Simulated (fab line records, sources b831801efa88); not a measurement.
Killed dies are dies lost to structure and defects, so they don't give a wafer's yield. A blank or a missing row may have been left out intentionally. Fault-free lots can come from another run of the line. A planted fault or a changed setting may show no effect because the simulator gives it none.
fab line records	flow sky130
record lots=24	wafers=72	last_day=50
route steps=708 shown LI_CONTACT@377 CONTACT@423 METAL1@450 VIA1@482 METAL2@487
lots with no fault: from the same line, run without faults
start_h: hours from the record's first day to the start of the lot's first wafer shown	wait_h: time in hours since the lot's previous step	" same as the row above	L1.1+2: a row that stands for several wafers	- either no value or no given start	* or withheld: withheld	< > ~ a bound
route shown NAME@n: a module of which the file shows steps, and the number in the route of the first	usual: the fault-free wafers' mean and standard deviation	same: alike in all rows	chamber/n: place in a boat	sites: readings site by site	_std_site: the standard deviation of these	_edge_site: the outer-site mean with the inner-site mean subtracted	radius_mm: how far each site lies from the wafer's centre	mask NAME#n: copy n	behind: tool/chamber where the wafer was last shaped	hold: what put the lot on hold/how long, in hours/how the hold closed	device: the transistor (n, p or np) that didn't switch	end of line: the route-end tests of the same wafers	for a step that has no rows: nothing shown but its recipe	killed: dies lost to structure and defects at the first sort, not the wafer's yield	map: a wafer's dies, marking killed ones x, the rest . and places with no die _
set.NAME: the run value of the setting; set.NAME@STEP: its run value at that earlier step	model.NAME: the simulator's own value behind a step, which no gauge read
steps of the route over a sample of lots; a table a step, a row a wafer
services: the hour from which a tool's chamber was out of use, counted from the record's first day as start_h (under 0 if before that day), plus the number of hours and why
## steps
# step SKY_LI_CONTACT_ETCH_15
# recipe target=PSG	chemistry=C4F8/O2/Ar	stop_on=Si	taper_deg=4.15	mask_material=KrF-thick	source_w=1500	bias_w=1200	pressure_mtorr=40	c4f8_flow_sccm=withheld	O2_flow_sccm=6	Ar_flow_sccm=300	time_s=withheld	target_depth_a=6000
# usual bias_w=1200/3.7	oes_product_au=0.836/0.0043
lot.wafer	tool	chamber	start_h	wait_h	bias_w	oes_product_au
L074.1	rie_diel-03	3	683.50	0.0	1204	0.830
L074.3	"	1	"	"	1198	0.844
L074.4	"	0	"	"	1202	0.835
L075.3	rie_diel-01	3	698.24	0.0	1194	0.837
L075.4	"	0	"	"	1200	0.835
L075.6	"	3	"	"	1201	0.833
L076.3	rie_diel-03	3	699.84	0.0	1197	0.831
L076.4	"	2	"	"	1207	0.827
L076.6	"	0	"	"	1196	0.835
L077.4	rie_diel-03	3	701.03	0.0	1196	0.835
L077.5	"	2	"	"	1197	0.834
L077.6	"	0	"	"	1194	0.839
L078.4	rie_diel-02	0	711.35	0.0	1197	0.834
L078.5	"	2	"	"	1202	0.835
L078.6	"	1	"	"	1204	0.831
L079.2	rie_diel-02	0	724.79	0.0	1206	0.837
L079.4	"	1	"	"	1198	0.833
L079.6	"	1	"	"	1197	0.836
L080.3	rie_diel-02	0	735.08	0.0	1207	0.835
L080.4	"	1	"	"	1201	0.835
L080.5	"	0	"	"	1204	0.837
L081.1	rie_diel-01	0	746.65	0.0	1191	0.843
L081.4	"	2	"	"	1196	0.832
L081.5	"	1	"	"	1197	0.838
L082.1	rie_diel-03	3	751.74	0.0	1195	0.843
L082.2	"	2	"	"	1202	0.831
L082.3	"	1	"	"	1203	0.838
L083.1	rie_diel-02	2	754.94	0.0	1200	0.843
L083.4	"	0	"	"	1198	0.833
L083.6	"	0	"	"	1202	0.837
L084.1	rie_diel-03	3	764.48	0.0	1203	0.835
L084.3	"	1	"	"	1200	0.846
L084.5	"	2	"	"	1202	0.842
L085.2	rie_diel-02	2	767.94	0.0	1203	0.844
L085.4	"	0	"	"	1206	0.834
L085.6	"	1	"	"	1204	0.834
L086.2	rie_diel-02	1	774.74	0.0	1197	0.831
L086.4	"	3	"	"	1201	0.844
L086.6	"	1	"	"	1196	0.834
L087.1	rie_diel-03	3	784.04	0.0	1201	0.832
L087.2	"	1	"	"	1202	0.847
L087.4	"	2	"	"	1202	0.828
L088.1	rie_diel-03	0	795.29	0.0	1198	0.840
L088.2	"	3	"	"	1200	0.842
L088.6	"	1	"	"	1202	0.830
L089.1	rie_diel-02	1	801.09	0.0	1195	0.829
L089.4	"	1	"	"	1195	0.836
L089.6	"	0	"	"	1193	0.836
L090.3	rie_diel-01	1	804.45	0.0	1202	0.833
L090.4	"	2	"	"	1198	0.834
L090.6	"	1	"	"	1202	0.835
L091.3	rie_diel-03	0	813.18	0.0	1205	0.831
L091.4	"	3	"	"	1199	0.841
L091.6	"	2	"	"	1204	0.840
L092.1	rie_diel-02	2	815.80	0.0	1193	0.833
L092.4	"	1	"	"	1195	0.832
L092.6	"	2	"	"	1194	0.844
L093.1	rie_diel-02	1	824.50	0.0	1200	0.831
L093.4	"	2	"	"	1199	0.837
L093.6	"	2	"	"	1195	0.837
L094.1	rie_diel-01	2	833.63	0.0	1201	0.839
L094.4	"	0	"	"	1195	0.832
L094.6	"	2	"	"	1199	0.839
L095.1	rie_diel-02	3	855.83	0.0	1202	0.832
L095.3	"	1	"	"	1199	0.835
L095.6	"	3	"	"	1202	0.845
L096.2	rie_diel-01	2	856.54	0.0	1196	0.844
L096.5	"	1	"	"	1199	0.844
L096.6	"	2	"	"	1195	0.843
L097.2	rie_diel-03	0	856.78	0.0	1201	0.835
L097.3	"	2	"	"	1200	0.836
L097.5	"	0	"	"	1200	0.839
# step SKY_LI_CONTACT_SPUTTER_19
# recipe material=Ti	target_thk_nm=20	chamber_pressure_pa=5	power_w=2500	substrate_temp_c=200	time_s=106.37
# usual cathode_dc_power_W=2500.0/0.49	chamber_pressure_pa=5.000/0.0091	throttle_valve_pct=30.0/1.4
lot.wafer	tool	chamber	start_h	wait_h	cathode_dc_power_W	chamber_pressure_pa	throttle_valve_pct
L074.1	pvd_sputter-01	-	683.88	0.0	2499.9	5.010	29.8
L074.3	"	-	"	"	2500.5	4.999	31.2
L074.4	"	-	"	"	2499.9	4.986	27.9
L075.3	pvd_sputter-04	-	698.63	0.0	2499.3	5.017	30.7
L075.4	"	-	"	"	2500.6	4.994	28.8
L075.6	"	-	"	"	2500.4	5.007	30.8
L076.3	pvd_sputter-01	-	700.22	0.0	2499.6	4.994	29.8
L076.4	"	-	"	"	2500.1	4.995	28.0
L076.6	"	-	"	"	2500.0	4.997	28.1
L077.4	pvd_sputter-01	-	701.37	0.0	2500.6	5.000	27.8
L077.5	"	-	"	"	2499.1	4.999	31.3
L077.6	"	-	"	"	2500.2	4.989	27.6
L078.4	pvd_sputter-04	-	711.77	0.0	2499.7	4.993	31.0
L078.5	"	-	"	"	2499.8	5.010	29.2
L078.6	"	-	"	"	2500.3	5.015	29.0
L079.2	pvd_sputter-02	-	725.17	0.0	2498.8	5.012	29.1
L079.4	"	-	"	"	2499.9	5.007	28.8
L079.6	"	-	"	"	2499.6	5.002	31.1
L080.3	pvd_sputter-01	-	735.66	0.0	2499.8	5.009	31.3
L080.4	"	-	"	"	2500.0	5.001	31.8
L080.5	"	-	"	"	2500.8	5.000	30.9
L081.1	pvd_sputter-02	-	747.03	0.0	2499.5	5.003	28.7
L081.4	"	-	"	"	2500.1	5.004	31.2
L081.5	"	-	"	"	2499.5	5.011	28.9
L082.1	pvd_sputter-02	-	752.12	0.0	2500.2	5.011	29.2
L082.2	"	-	"	"	2499.8	4.997	32.2
L082.3	"	-	"	"	2499.5	4.991	31.5
L083.1	pvd_sputter-04	-	755.33	0.0	2499.5	5.012	29.2
L083.4	"	-	"	"	2499.0	5.009	31.1
L083.6	"	-	"	"	2500.8	4.986	29.3
L084.1	pvd_sputter-04	-	764.86	0.0	2500.3	5.000	28.8
L084.3	"	-	"	"	2500.1	4.987	29.7
L084.5	"	-	"	"	2500.5	4.995	31.0
L085.2	pvd_sputter-01	-	768.32	0.0	2500.2	4.995	27.9
L085.4	"	-	"	"	2499.4	4.993	31.2
L085.6	"	-	"	"	2500.5	4.992	27.7
L086.2	pvd_sputter-02	-	775.12	0.0	2500.0	5.013	32.1
L086.4	"	-	"	"	2499.5	4.998	29.5
L086.6	"	-	"	"	2500.5	5.004	32.4
L087.1	pvd_sputter-01	-	784.42	0.0	2500.1	5.011	30.9
L087.2	"	-	"	"	2500.6	4.998	27.7
L087.4	"	-	"	"	2500.0	5.004	32.0
L088.1	pvd_sputter-04	-	795.67	0.0	2500.0	4.988	31.1
L088.2	"	-	"	"	2499.4	5.009	28.6
L088.6	"	-	"	"	2500.2	4.988	29.0
L089.1	pvd_sputter-04	-	801.47	0.0	2499.7	4.994	29.4
L089.4	"	-	"	"	2499.6	5.000	30.9
L089.6	"	-	"	"	2499.6	5.000	31.3
L090.3	pvd_sputter-01	-	804.83	0.0	2500.2	5.011	31.1
L090.4	"	-	"	"	2499.3	5.005	29.5
L090.6	"	-	"	"	2499.7	5.006	31.8
L091.3	pvd_sputter-04	-	813.57	0.0	2499.2	4.992	29.2
L091.4	"	-	"	"	2499.5	4.992	31.0
L091.6	"	-	"	"	2500.3	5.001	29.4
L092.1	pvd_sputter-04	-	816.18	0.0	2500.2	5.000	28.7
L092.4	"	-	"	"	2500.0	5.007	31.3
L092.6	"	-	"	"	2500.0	4.994	29.2
L093.1	pvd_sputter-02	-	824.88	0.0	2499.5	4.991	32.3
L093.4	"	-	"	"	2499.3	5.001	29.2
L093.6	"	-	"	"	2499.4	4.977	28.8
L094.1	pvd_sputter-02	-	834.02	0.0	2500.7	4.999	29.1
L094.4	"	-	"	"	2500.2	4.986	29.0
L094.6	"	-	"	"	2500.1	5.013	31.0
L095.1	pvd_sputter-01	-	856.22	0.0	2501.2	5.012	31.1
L095.3	"	-	"	"	2500.2	4.990	27.7
L095.6	"	-	"	"	2500.0	5.013	29.9
L096.2	pvd_sputter-04	-	856.92	0.0	2500.2	5.006	28.7
L096.5	"	-	"	"	2499.5	5.016	28.7
L096.6	"	-	"	"	2499.8	4.999	29.3
L097.2	pvd_sputter-02	-	857.17	0.0	2499.7	4.997	29.0
L097.3	"	-	"	"	2499.4	5.005	32.2
L097.5	"	-	"	"	2499.2	5.000	28.6
# step SKY_CONTACT_ETCH_17
# recipe target=SiO2	chemistry=C4F8/O2/Ar	stop_on=Si3N4	mask_material=KrF-thick	source_w=1500	bias_w=1200	pressure_mtorr=40	c4f8_flow_sccm=withheld	O2_flow_sccm=6	Ar_flow_sccm=300	time_s=withheld	target_depth_a=3400
# usual bias_w=1200/4.3	oes_product_au=0.891/0.0054
lot.wafer	tool	chamber	start_h	wait_h	bias_w	oes_product_au
L074.1	rie_diel-04	2	741.53	0.0	1196	0.895
L074.3	"	0	"	"	1197	0.885
L074.4	"	1	"	"	1192	0.896
L075.3	rie_diel-01	0	755.53	0.0	1201	0.898
L075.4	"	0	"	"	1200	0.894
L075.6	"	1	"	"	1195	0.888
L076.3	rie_diel-03	1	757.89	0.0	1197	0.898
L076.4	"	2	"	"	1197	0.886
L076.6	"	1	"	"	1195	0.894
L077.4	rie_diel-03	3	759.03	0.0	1205	0.896
L077.5	"	0	"	"	1189	0.887
L077.6	"	1	"	"	1197	0.890
L078.4	rie_diel-04	2	767.28	0.0	1203	0.901
L078.5	"	1	"	"	1198	0.904
L078.6	"	0	"	"	1208	0.897
L079.2	rie_diel-01	0	781.93	0.0	1196	0.892
L079.4	"	1	"	"	1200	0.886
L079.6	"	3	"	"	1200	0.888
L080.3	rie_diel-01	2	791.58	0.0	1203	0.879
L080.4	"	0	"	"	1193	0.892
L080.5	"	2	"	"	1204	0.885
L081.1	rie_diel-04	3	803.43	0.0	1201	0.889
L081.4	"	0	"	"	1201	0.879
L081.5	"	0	"	"	1209	0.884
L082.1	rie_diel-04	2	808.44	0.0	1200	0.899
L082.2	"	0	"	"	1194	0.891
L082.3	"	1	"	"	1200	0.897
L083.1	rie_diel-01	0	811.58	0.0	1199	0.893
L083.4	"	3	"	"	1191	0.902
L083.6	"	1	"	"	1198	0.898
L084.1	rie_diel-04	0	820.54	0.0	1199	0.893
L084.3	"	2	"	"	1199	0.891
L084.5	"	0	"	"	1196	0.888
L085.2	rie_diel-01	2	823.93	0.0	1198	0.896
L085.4	"	3	"	"	1202	0.896
L085.6	"	2	"	"	1194	0.887
L086.2	rie_diel-01	1	830.18	0.0	1199	0.884
L086.4	"	3	"	"	1196	0.891
L086.6	"	2	"	"	1203	0.893
L087.1	rie_diel-03	0	840.28	0.0	1199	0.889
L087.2	"	1	"	"	1200	0.890
L087.4	"	3	"	"	1202	0.888
L088.1	rie_diel-04	2	851.24	0.0	1199	0.896
L088.2	"	3	"	"	1200	0.886
L088.6	"	3	"	"	1199	0.896
L089.1	rie_diel-01	2	857.43	0.0	1209	0.891
L089.4	"	1	"	"	1200	0.893
L089.6	"	1	"	"	1196	0.895
L090.3	rie_diel-03	3	860.89	0.0	1198	0.904
L090.4	"	2	"	"	1209	0.893
L090.6	"	2	"	"	1201	0.895
L091.3	rie_diel-04	0	868.68	0.0	1204	0.892
L091.4	"	1	"	"	1199	0.899
L091.6	"	2	"	"	1198	0.889
L092.1	rie_diel-01	3	871.38	0.0	1198	0.888
L092.4	"	2	"	"	1206	0.889
L092.6	"	3	"	"	1198	0.881
L093.1	rie_diel-03	3	880.34	0.0	1199	0.896
L093.4	"	3	"	"	1197	0.892
L093.6	"	1	"	"	1199	0.898
L094.1	rie_diel-01	2	888.74	0.0	1205	0.889
L094.4	"	3	"	"	1198	0.893
L094.6	"	0	"	"	1197	0.890
L095.1	rie_diel-01	1	908.88	0.0	1198	0.881
L095.3	"	3	"	"	1203	0.893
L095.6	"	3	"	"	1203	0.886
L096.2	rie_diel-03	2	909.88	0.0	1202	0.888
L096.5	"	2	"	"	1205	0.888
L096.6	"	0	"	"	1199	0.902
L097.2	rie_diel-04	0	911.13	0.0	1199	0.888
L097.3	"	3	"	"	1196	0.896
L097.5	"	3	"	"	1199	0.898
# step SKY_METAL1_OVL_MEAS_16
# usual METAL1_OVL=-1/4.5
lot.wafer	tool	chamber	start_h	wait_h	METAL1_OVL[nm]
L074.1	overlay-02	-	770.72	0.1	-7
L074.3	"	-	"	"	-6
L074.4	"	-	"	"	-1
L075.3	overlay-02	-	784.32	0.1	5
L075.4	"	-	"	"	-3
L075.6	"	-	"	"	-3
L076.3	overlay-01	-	786.91	0.1	-1
L076.4	"	-	"	"	2
L076.6	"	-	"	"	-1
L077.4	overlay-01	-	787.64	0.1	-3
L077.5	"	-	"	"	-1
L077.6	"	-	"	"	-3
L078.4	overlay-01	-	796.02	0.1	-4
L078.5	"	-	"	"	6
L078.6	"	-	"	"	3
L079.2	overlay-01	-	810.42	0.1	1
L079.4	"	-	"	"	1
L079.6	"	-	"	"	-7
L080.3	overlay-02	-	819.82	0.1	-11
L080.4	"	-	"	"	-5
L080.5	"	-	"	"	-12
L081.1	overlay-01	-	832.01	0.1	-6
L081.4	"	-	"	"	1
L081.5	"	-	"	"	-7
L082.1	overlay-01	-	836.32	0.1	-4
L082.2	"	-	"	"	-6
L082.3	"	-	"	"	-2
L083.1	overlay-01	-	838.81	0.1	-1
L083.4	"	-	"	"	2
L083.6	"	-	"	"	5
L084.1	overlay-01	-	848.46	0.1	1
L084.3	"	-	"	"	-2
L084.5	"	-	"	"	4
L085.2	overlay-02	-	851.82	0.1	0
L085.4	"	-	"	"	-7
L085.6	"	-	"	"	-2
L086.2	overlay-01	-	858.57	0.1	1
L086.4	"	-	"	"	4
L086.6	"	-	"	"	0
L087.1	overlay-01	-	868.17	0.1	-5
L087.2	"	-	"	"	-2
L087.4	"	-	"	"	-3
L088.1	overlay-02	-	878.27	0.1	-5
L088.2	"	-	"	"	-2
L088.6	"	-	"	"	-1
L089.1	overlay-01	-	885.37	0.1	3
L089.4	"	-	"	"	6
L089.6	"	-	"	"	-3
L090.3	overlay-02	-	888.32	0.1	1
L090.4	"	-	"	"	2
L090.6	"	-	"	"	1
L091.3	overlay-01	-	896.84	0.1	-5
L091.4	"	-	"	"	-7
L091.6	"	-	"	"	0
L092.1	overlay-01	-	898.37	0.1	6
L092.4	"	-	"	"	8
L092.6	"	-	"	"	3
L093.1	overlay-02	-	907.02	0.1	8
L093.4	"	-	"	"	3
L093.6	"	-	"	"	-3
L094.1	overlay-02	-	916.36	0.1	-4
L094.4	"	-	"	"	3
L094.6	"	-	"	"	4
L095.1	overlay-02	-	935.40	0.1	1
L095.3	"	-	"	"	-1
L095.6	"	-	"	"	-2
L096.2	overlay-01	-	936.28	0.1	-5
L096.5	"	-	"	"	-5
L096.6	"	-	"	"	-10
L097.2	overlay-02	-	936.53	0.1	-2
L097.3	"	-	"	"	6
L097.5	"	-	"	"	12
# step SKY_VIA1_CMP_24
# recipe stop_on=SiO2	t_overpolish_s=15	down_force_psi=3.5	platen_rpm=60	target_thk_nm=0	pad_velocity_m_s=0.94248
# usual motor_current_A=10.4/0.77	overpolish_run_s=15.000/0.0096	time_to_endpoint_s=64/5.2
lot.wafer	tool	chamber	start_h	wait_h	motor_current_A	overpolish_run_s	time_to_endpoint_s
L074.1	cmp-01	0	799.48	0.1	10.5	15.007	52
L074.4	"	1	"	"	10.7	15.005	57
L074.3	"	2	"	"	8.8	15.018	53
L075.3	cmp-01	2	813.26	0.1	9.7	14.997	54
L075.4	"	3	"	"	10.6	14.996	60
L075.6	"	1	"	"	11.3	15.004	60
L076.3	cmp-02	3	815.34	0.0	10.5	14.990	67
L076.4	"	1	"	"	10.8	14.993	71
L076.6	"	3	"	"	10.6	14.991	69
L077.4	cmp-01	1	817.02	0.1	11.4	14.992	64
L077.6	"	0	"	"	11.4	14.997	64
L077.5	"	1	"	"	10.9	15.013	63
L078.4	cmp-01	2	824.91	0.0	9.6	15.010	58
L078.5	"	2	"	"	9.1	15.002	55
L078.6	"	3	"	"	10.9	14.989	65
L079.2	cmp-02	2	839.12	0.1	9.7	14.985	69
L079.4	"	0	"	"	11.0	15.001	65
L079.6	"	1	"	"	11.1	15.002	72
L080.3	cmp-01	3	849.31	0.1	10.5	15.005	64
L080.4	"	0	"	"	11.8	15.011	64
L080.5	"	1	"	"	10.6	15.005	63
L081.4	cmp-02	0	861.16	0.0	11.9	15.003	62
L081.1	"	1	"	"	10.7	15.003	71
L081.5	"	0	"	"	11.0	14.990	64
L082.3	cmp-01	0	865.00	0.1	10.9	14.995	63
L082.1	"	1	"	"	11.0	15.004	71
L082.2	"	2	"	"	9.3	14.987	63
L083.4	cmp-01	2	867.36	0.0	9.7	14.989	62
L083.1	"	3	"	"	11.1	15.000	67
L083.6	"	2	"	"	9.4	14.995	62
L084.3	cmp-01	2	876.77	0.0	9.6	15.004	57
L084.1	"	0	"	"	11.2	15.005	63
L084.5	"	2	"	"	9.7	14.982	59
L085.4	cmp-02	2	880.06	0.0	8.9	14.998	66
L085.2	"	0	"	"	11.6	14.999	59
L085.6	"	2	"	"	9.5	15.013	70
L086.4	cmp-01	1	886.71	0.2	10.9	15.003	70
L086.2	"	3	"	"	10.5	15.005	65
L086.6	"	0	"	"	11.3	15.009	62
L087.2	cmp-02	0	896.14	0.0	11.4	14.993	63
L087.4	"	1	"	"	10.9	15.007	69
L087.1	"	3	"	"	10.0	14.996	71
L088.2	cmp-01	2	906.41	0.1	9.5	15.010	58
L088.1	"	3	"	"	10.4	14.990	63
L088.6	"	1	"	"	11.2	14.994	67
L089.4	cmp-02	3	913.24	0.1	10.1	15.002	71
L089.1	"	0	"	"	11.5	14.987	66
L089.6	"	2	"	"	9.9	15.006	73
L090.3	cmp-01	0	916.18	0.0	10.8	15.002	62
L090.4	"	1	"	"	10.8	15.004	70
L090.6	"	1	"	"	10.4	15.012	64
L091.3	cmp-01	0	925.15	0.1	11.8	15.009	61
L091.4	"	1	"	"	10.7	15.013	64
L091.6	"	3	"	"	10.4	14.994	63
L092.4	cmp-01	1	926.23	0.5	10.5	14.996	67
L092.1	"	2	"	"	9.2	15.003	59
L092.6	"	0	"	"	11.0	15.015	64
L093.1	cmp-01	3	934.68	0.1	10.5	14.989	62
L093.4	"	0	"	"	10.9	14.981	54
L093.6	"	3	"	"	9.8	14.992	61
L094.1	cmp-02	3	943.35	0.1	10.4	14.978	74
L094.4	"	1	"	"	10.5	14.985	75
L094.6	"	2	"	"	9.5	15.002	74
L095.3	cmp-02	3	962.16	0.4	9.9	14.992	64
L095.1	"	0	"	"	11.8	14.983	62
L095.6	"	2	"	"	9.1	14.998	61
L096.2	cmp-02	2	963.80	0.3	9.3	14.994	69
L096.6	"	0	"	"	11.0	14.994	64
L096.5	"	1	"	"	11.1	14.997	71
L097.3	cmp-02	2	964.05	0.2	9.8	14.999	61
L097.2	"	3	"	"	9.6	15.009	61
L097.5	"	1	"	"	11.4	15.027	70
# step SKY_METAL2_SPUTTER_04
# recipe material=TiN	target_thk_nm=70	power_w=6500	time_s=61.14	chamber_pressure_pa=0.4
# usual cathode_dc_power_W=6500.0/1.2	chamber_pressure_pa=0.4001/0.00081	throttle_valve_pct=30.2/1.3
lot.wafer	tool	chamber	start_h	wait_h	cathode_dc_power_W	chamber_pressure_pa	throttle_valve_pct
L074.1	pvd_sputter-01	-	799.87	0.0	6502.1	0.4018	31.4
L074.3	"	-	"	"	6498.8	0.4005	29.7
L074.4	"	-	"	"	6500.3	0.4017	31.8
L075.3	pvd_sputter-01	-	813.60	0.0	6499.3	0.4002	29.7
L075.4	"	-	"	"	6501.5	0.4017	31.1
L075.6	"	-	"	"	6500.8	0.3982	28.1
L076.3	pvd_sputter-03	-	815.73	0.0	6500.1	0.3999	31.1
L076.4	"	-	"	"	6500.3	0.3999	31.0
L076.6	"	-	"	"	6499.6	0.3998	28.6
L077.4	pvd_sputter-01	-	817.36	0.0	6498.4	0.3988	31.0
L077.5	"	-	"	"	6497.6	0.3991	30.8
L077.6	"	-	"	"	6496.4	0.3998	31.8
L078.4	pvd_sputter-01	-	825.30	0.0	6501.5	0.4000	31.0
L078.5	"	-	"	"	6499.3	0.3992	31.5
L078.6	"	-	"	"	6498.8	0.4000	31.4
L079.2	pvd_sputter-03	-	839.46	0.0	6500.1	0.3998	31.3
L079.4	"	-	"	"	6499.7	0.4014	31.1
L079.6	"	-	"	"	6498.6	0.3998	31.0
L080.3	pvd_sputter-02	-	849.60	0.0	6499.7	0.3994	28.9
L080.4	"	-	"	"	6498.8	0.4011	31.3
L080.5	"	-	"	"	6499.0	0.3987	28.9
L081.1	pvd_sputter-03	-	861.55	0.0	6499.6	0.3999	30.7
L081.4	"	-	"	"	6499.1	0.4011	28.5
L081.5	"	-	"	"	6498.0	0.4008	30.1
L082.1	pvd_sputter-01	-	865.34	0.0	6498.1	0.4008	31.9
L082.2	"	-	"	"	6498.8	0.4003	27.9
L082.3	"	-	"	"	6500.1	0.4019	30.1
L083.1	pvd_sputter-01	-	867.75	0.0	6499.3	0.4010	29.9
L083.4	"	-	"	"	6498.7	0.3996	28.0
L083.6	"	-	"	"	6500.7	0.4000	31.1
L084.1	pvd_sputter-03	-	877.16	0.0	6499.6	0.4004	28.2
L084.3	"	-	"	"	6499.7	0.4011	30.8
L084.5	"	-	"	"	6500.0	0.3995	30.9
L085.2	pvd_sputter-02	-	880.45	0.0	6499.4	0.3994	32.3
L085.4	"	-	"	"	6501.2	0.3992	29.6
L085.6	"	-	"	"	6500.0	0.4004	29.3
L086.2	pvd_sputter-01	-	887.05	0.0	6500.0	0.3983	31.8
L086.4	"	-	"	"	6501.3	0.4008	27.6
L086.6	"	-	"	"	6501.6	0.4007	27.8
L087.1	pvd_sputter-03	-	896.54	0.0	6499.3	0.3995	29.9
L087.2	"	-	"	"	6499.7	0.3995	31.3
L087.4	"	-	"	"	6498.8	0.4008	31.0
L088.1	pvd_sputter-01	-	906.75	0.0	6502.5	0.4012	31.8
L088.2	"	-	"	"	6500.2	0.4004	27.6
L088.6	"	-	"	"	6500.5	0.4012	31.9
L089.1	pvd_sputter-03	-	913.58	0.0	6502.9	0.3998	30.1
L089.4	"	-	"	"	6498.9	0.4003	28.3
L089.6	"	-	"	"	6500.5	0.4010	28.6
L090.3	pvd_sputter-02	-	916.57	0.0	6501.1	0.4001	29.2
L090.4	"	-	"	"	6499.5	0.4002	32.6
L090.6	"	-	"	"	6497.3	0.3999	31.4
L091.3	pvd_sputter-02	-	925.44	0.0	6499.5	0.4006	32.5
L091.4	"	-	"	"	6501.7	0.3999	31.3
L091.6	"	-	"	"	6498.5	0.4006	29.2
L092.1	pvd_sputter-03	-	926.52	0.0	6501.0	0.3995	29.9
L092.4	"	-	"	"	6499.5	0.4007	28.3
L092.6	"	-	"	"	6500.1	0.4006	29.9
L093.1	pvd_sputter-01	-	935.02	0.0	6499.2	0.3989	31.0
L093.4	"	-	"	"	6500.7	0.3997	31.8
L093.6	"	-	"	"	6499.9	0.3997	29.8
L094.1	pvd_sputter-02	-	943.69	0.0	6500.8	0.3996	28.9
L094.4	"	-	"	"	6499.5	0.3993	29.4
L094.6	"	-	"	"	6500.0	0.4000	31.4
L095.1	pvd_sputter-03	-	962.50	0.0	6501.3	0.3992	30.0
L095.3	"	-	"	"	6501.2	0.3996	31.2
L095.6	"	-	"	"	6501.1	0.3998	28.4
L096.2	pvd_sputter-02	-	964.09	0.0	6498.7	0.4004	28.6
L096.5	"	-	"	"	6499.5	0.4013	29.0
L096.6	"	-	"	"	6501.0	0.4001	29.1
L097.2	pvd_sputter-01	-	964.39	0.0	6498.9	0.3999	31.1
L097.3	"	-	"	"	6500.2	0.4025	28.0
L097.5	"	-	"	"	6499.3	0.4005	27.9
## services
tool	chamber	start_h	hours	kind
pvd_sputter-01	-	663.41	3.6	repair
pvd_sputter-01	-	668.51	1.2	repair
rie_diel-03	-	688.92	0.5	repair
rie_diel-03	3	695.44	2.1	repair
rie_diel-03	1	696.55	6.1	repair
rie_diel-03	1	716.87	3.0	repair
rie_diel-01	0	721.76	9.7	repair
cmp-01	-	722.84	5.5	pm
rie_diel-01	3	724.90	10.0	repair
rie_diel-03	-	733.75	0.5	repair
rie_diel-01	2	747.04	12.2	repair
rie_diel-01	-	757.43	2.8	pm
rie_diel-03	0	762.47	4.5	repair
rie_diel-01	0	767.53	12.5	repair
rie_diel-01	1	788.17	4.1	repair
cmp-01	-	801.83	9.2	pm
rie_diel-03	-	814.75	2.0	repair
pvd_sputter-01	-	865.53	0.6	repair
rie_diel-03	0	872.27	21.1	repair
rie_diel-01	3	880.35	2.7	repair
pvd_sputter-01	-	890.58	10.3	repair
rie_diel-01	0	897.34	15.9	repair
rie_diel-03	1	897.48	14.5	repair
pvd_sputter-01	-	925.37	2.8	repair
## key
fault none
